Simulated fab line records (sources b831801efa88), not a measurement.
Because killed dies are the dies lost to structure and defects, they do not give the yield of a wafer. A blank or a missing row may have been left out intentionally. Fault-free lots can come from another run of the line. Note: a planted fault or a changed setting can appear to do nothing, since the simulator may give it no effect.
A lot that was struck, set against a sound lot    flow sky130    43 steps out of a route of 708
Sound: the wafers L705.2, L705.3, L705.6. Struck: wafers L721.2, L721.3, L721.6. The cause is named last.
At each step with rows: each side's tool, then ch and its chambers, then its first start. Under that, the readings that differ: sound wafers    struck wafers    difference of the means    sigmas: that difference in standard deviations of wafers without a fault.
alike: readings whose means differ by less than 2 such deviations, and words and numbers that are the same on both sides. not compared: withheld readings, readings that some wafer has no value for, bounds like >300 that may hide the same value, and numbers for which the record gives no deviation and whose values overlap.
Wherever a step has rows on one side only, a row that says differs or no value, or a row with sigmas, the two part there. Numbers that don't overlap but have no deviation are shown without sigmas and don't part them. A reading that every wafer of one side lacks parts them only if that side has two wafers or more.

first, 3 steps without rows for these wafers: SKY_VIA2_EXPOSE_09 (exposes mask VIM2, target cd 200 nm); SKY_VIA2_PEB_10; SKY_VIA2_DEVELOP_11 (develop time 60 s).
SKY_VIA2_CD_MEAS_12: the cd target is 200 nm.
  sound on cdSem-02, day 37 22:22; struck on cdSem-02, day 42 11:34
  alike: cdNm
SKY_VIA2_OVL_MEAS_13:
  sound on overlay-02, day 37 22:28; struck on overlay-01, day 42 11:40
  alike: VIA2_OVL
then, 1 step without rows for these wafers: SKY_VIA2_ETCH_14 (etches BARC in N2/H2, stops on SiO2, time 45.9 s, target depth 60 nm).
SKY_VIA2_ETCH_15: etches SiO2 in C4F8/O2/Ar, stops on TiN, target depth 546 nm, time 84 s.
  sound on rieDiel-03 ch 0,1, day 37 22:32; struck on rieDiel-01 ch 0,1,2, day 42 11:45
  alike: biasW, oesProductAu, rfFwdPowerW
  not compared: rfHoursCounterH
then, 4 steps without rows for these wafers: SKY_VIA2_STRIP_16 (strips in O2/N2); SKY_VIA2_STRIP_17 (strips in post etch residue remover, time 1200 s); SKY_VIA2_CLEAN_18 (cleans in IPA, time 180 s); SKY_VIA2_CLEAN_19 (cleans in O3/DIW).
SKY_VIA2_SPUTTER_20: material TiN, target thk 20 nm, time 80 s.
  sound on pvdSputter-03, day 37 23:12; struck on pvdSputter-02, day 42 12:48
  alike: throttleValvePct
SKY_VIA2_CVD_21: deposits W, target thk 420 nm, time 126.4 s.
  sound on cvdW-02 ch 1, day 37 23:16; struck on cvdW-01 ch 1, day 42 12:52
  alike: heaterPowerW
SKY_VIA2_RS_MEAS_22: a four-point-probe measurement.
  sound on filmMetro-01, day 37 23:25; struck on filmMetro-04, day 42 13:01
reading             sound                 struck                difference  sigmas
VIA2_W_RS (ohm/sq)  0.2754 0.2792 0.2791  0.2689 0.2679 0.2682  -0.0096     -4
SKY_VIA2_THK_MEAS_23: measures by xrf.
  sound on filmMetro-01, day 37 23:31; struck on filmMetro-04, day 42 13:08
reading          sound        struck       difference  sigmas
VIA2_W_THK (nm)  427 419 417  440 441 445  +21         +3
SKY_VIA2_CMP_24: polishes, stops on SiO2, t overpolish 20 s, target thk 0 nm.
  sound on cmp-02 ch 0,2,3, day 37 23:40; struck on cmp-01 ch 1,3, day 42 13:14
reading              sound     struck       difference  sigmas
timeToEndpointS (s)  96 91 94  104 102 109  +11         +4
  alike: motorCurrentA, overpolishRunS
then, 2 steps without rows for these wafers: SKY_METAL3_SPUTTER_00 (material Ti, target thk 15 nm, time 10 s); SKY_METAL3_SPUTTER_01 (material TiN, target thk 20 nm, time 16.7 s).
SKY_METAL3_SPUTTER_02: material AlCu, target thk 735 nm, time 39.1 s.
  sound on pvdSputter-02, day 37 23:55; struck on pvdSputter-04, day 42 13:31
  alike: throttleValvePct
then, 3 steps without rows for these wafers: SKY_METAL3_SPUTTER_03 (material Ti, target thk 5 nm, time 3.3 s); SKY_METAL3_SPUTTER_04 (material TiN, target thk 70 nm, time 58.3 s); SKY_CAPM_CVD_00 (deposits SiO2, target thk 15.5 nm).
SKY_CAPM_THK_MEAS_01:
  sound on filmMetro-02, day 38 00:04; struck on filmMetro-01, day 42 13:40
  alike: CAPM_CVD_00_THK
SKY_CAPM_SPUTTER_02: material TiN, target thk 200 nm, time 166.7 s.
  sound on pvdSputter-01, day 38 00:07; struck on pvdSputter-02, day 42 13:43
  alike: throttleValvePct
SKY_CAPM_RS_MEAS_03: a four-point-probe measurement.
  sound on filmMetro-03, day 38 00:15; struck on filmMetro-02, day 42 13:50
  alike: CAPM_TIN_RS
SKY_CAPM_THK_MEAS_04: measures by xrf.
  sound on filmMetro-03, day 38 00:22; struck on filmMetro-02, day 42 13:57
  alike: CAPM_TIN_THK
then, 7 steps without rows for these wafers: SKY_CAPM_DEHYDRATE_05 (time 60 s); SKY_CAPM_HMDS_06 (prime time 60 s); SKY_CAPM_COAT_07 (resist thk 1140 nm); SKY_CAPM_SOFTBAKE_08 (time 60 s); SKY_CAPM_EXPOSE_09 (exposes mask CAPM, target cd 1000 nm); SKY_CAPM_PEB_10; SKY_CAPM_DEVELOP_11 (develop time 60 s).
SKY_CAPM_OVL_MEAS_12:
  sound on overlay-02, day 39 01:08; struck on overlay-01, day 43 12:30
reading        sound           struck         difference  sigmas
CAPM_OVL (nm)  -4.1 -3.3 -3.0  -0.7 -0.3 1.3  +3.6        +2
then, 8 steps without rows for these wafers: SKY_CAPM_METAL_ETCH_13 (etches TiN in Cl2/BCl3, stops on SiO2, target depth 220 nm, time 62.9 s); SKY_CAPM_STRIP_14 (strips in O2/N2); SKY_CAPM_STRIP_15 (strips in post etch residue remover, time 1200 s); SKY_CAPM_CLEAN_16 (cleans in IPA, time 180 s); SKY_CAPM_CLEAN_17 (cleans in O3/DIW); SKY_METAL3_DEHYDRATE_05 (time 60 s); SKY_METAL3_HMDS_06 (prime time 60 s); SKY_METAL3_COAT_07 (resist thk 60 nm).
-- the record jumps here: 7 days lie between the struck wafers' starts before and after (it left off in module METAL3 and takes up again in module PAD_OPEN, whose first step shown is number 708 of the route) --
SKY_PAD_OPEN_PROBE_99:
  sound on prober-02, day 47 03:00; struck on prober-02, day 50 13:58
reading                                sound              struck             difference  sigmas
defectLimitedYield (%)                 79.3 81.7 81.9     79.3 74.0 73.2     -5.5        -3
killed_at_M0_to_M3                     54 44 47           66 87 78           +29         +4
killedDies                             102 90 89          102 128 132        +27         +3
killedOnRim                            25 16 11           18 31 30           +9          +2
sort_bin_3_pad_short (%)               1.2 0.8 0.8        3.0 3.0 2.0        +1.7        +4
sort_bin_5_function (%)                12.0 10.0 10.2     13.0 15.2 17.5     +4.5        +3
sortNPass                              390 402 403        390 364 360        -27         -3
sortYieldPct (%)                       79.3 81.7 81.9     79.3 74.0 73.2     -5.5        -3
model.etest.tester.sort_bin_5_pct (%)  11.99 9.959 10.16  13.01 15.24 17.48  +4.54       
model.etest.tester.sort_bin_3_pct (%)  1.22 0.813 0.813   3.049 3.049 2.033  +1.762      
  alike: killed_at_M4_up, killedAtContacts, killedAtFrontEnd, killedAtOther, killedOpen, killedShort, sort_bin_6_memory
  not compared: model.etest.tester.sortNPass, model.etest.tester.sortYieldPct

== WHERE THEY PART ==
At SKY_VIA2_RS_MEAS_22 first; at SKY_PAD_OPEN_PROBE_99 last (within this record only).

WHY: what the simulator had put in
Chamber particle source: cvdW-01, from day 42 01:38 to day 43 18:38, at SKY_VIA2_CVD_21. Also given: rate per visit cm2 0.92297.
